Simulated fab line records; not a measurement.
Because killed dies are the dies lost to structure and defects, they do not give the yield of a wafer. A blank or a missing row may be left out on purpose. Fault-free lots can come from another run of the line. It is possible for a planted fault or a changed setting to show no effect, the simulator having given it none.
Shared-tool check | flow gf180mcu | Sample size 12 lots and 36 wafers

## REASON IT WAS OPENED
At GF_HV_LDD_CD_MEAS_07 the reading cd-nm is flagged on 2 of 12 lots. Wafers without a fault read 400.0 nm, standard deviation 2.
Rule: flag the lot when none of its wafers has a number, or when each of its wafers that has one lies beyond 4 standard deviations from that mean. The other lots count as sound.

lot  | measured     | on        | cd-nm (nm), wafer by wafer | flag
L191 | day 10 02:10 | cd-sem-02 | 401.0 401.9 401.0          |
L192 | day 10 07:22 | cd-sem-02 | 398.3 402.0 399.5          |
L193 | day 10 14:50 | cd-sem-02 | 397.0 398.5 395.5          |
L200 | day 12 23:33 | cd-sem-02 | 400.2 402.0 400.8          |
L201 | day 13 01:55 | cd-sem-02 | 433.7 433.8 433.9          | FLAGGED
L202 | day 13 12:58 | cd-sem-01 | 431.6 432.9 434.5          | FLAGGED
L205 | day 14 06:40 | cd-sem-01 | 399.0 399.2 398.8          |
L207 | day 15 04:45 | cd-sem-02 | 401.0 399.4 398.4          |
L209 | day 15 16:18 | cd-sem-02 | 400.1 398.7 399.7          |
L211 | day 16 07:14 | cd-sem-01 | 402.9 401.4 403.4          |
L213 | day 16 21:29 | cd-sem-02 | 398.0 397.7 397.8          |
L214 | day 17 06:37 | cd-sem-02 | 399.8 401.6 402.6          |
Average over the flagged lots: 433.4 nm; offset from the usual +33.4 nm, equal to +17 standard deviations.

## TOOL THAT RAN EACH LOT
The record holds 1 process step before the reading, out of a route of 602 steps. Cell contents, in order: the tool; ch with the chambers the sampled wafers went through; the start.
lot  | flag    | GF_HV_LDD_COAT_02
L191 |         | litho-track-03 ch 0, day 9 17:01
L192 |         | litho-track-03 ch 0, day 9 22:02
L193 |         | litho-track-01 ch 0, day 10 05:50
L200 |         | litho-track-03 ch 0, day 12 13:20
L201 | FLAGGED | litho-track-03 ch 0, day 12 15:41
L202 | FLAGGED | litho-track-03 ch 0, day 13 02:49
L205 |         | litho-track-04 ch 0, day 13 19:49
L207 |         | litho-track-01 ch 0, day 14 17:48
L209 |         | litho-track-01 ch 0, day 15 05:21
L211 |         | litho-track-01 ch 0, day 15 20:15
L213 |         | litho-track-04 ch 0, day 16 09:45
L214 |         | litho-track-04 ch 0, day 16 19:19
What these steps do:
- GF_HV_LDD_COAT_02: resist thk 1000 nm.
- GF_HV_LDD_CD_MEAS_07: target cd 400 nm.

## FLAGGED OVER TOTAL, TOOL BY TOOL (the gauges that took the reading come last)
step                 | tool           | lots run | flagged | share of the flagged lots | sound lots run after its first flagged lot
GF_HV_LDD_COAT_02    | litho-track-01 | 4        | 0       | none                      | -
GF_HV_LDD_COAT_02    | litho-track-03 | 5        | 2       | all                       | 0
GF_HV_LDD_COAT_02    | litho-track-04 | 3        | 0       | none                      | -
GF_HV_LDD_CD_MEAS_07 | cd-sem-01      | 3        | 1       | some                      | 2 (L205,L211)
GF_HV_LDD_CD_MEAS_07 | cd-sem-02      | 9        | 1       | some                      | 4 (L207,L209,L213,L214)

## WHAT THE TABLE PERMITS
In the table, 1 row covers all flagged lots: litho-track-03 at GF_HV_LDD_COAT_02.
- litho-track-03 at GF_HV_LDD_COAT_02: 2 of its 5 lots flagged. Its last sound lot is L200 (day 12 13:20), its first flagged lot L201 (day 12 15:41): a fault that began between those two fits.
One tool is left: litho-track-03 at GF_HV_LDD_COAT_02.

## WHAT THE SIMULATOR PUT IN
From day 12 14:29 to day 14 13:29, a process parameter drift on litho-track-03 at GF_HV_LDD_COAT_02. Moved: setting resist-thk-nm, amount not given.
Struck lots among those shown: L201, L202. Same finding as the rule above.
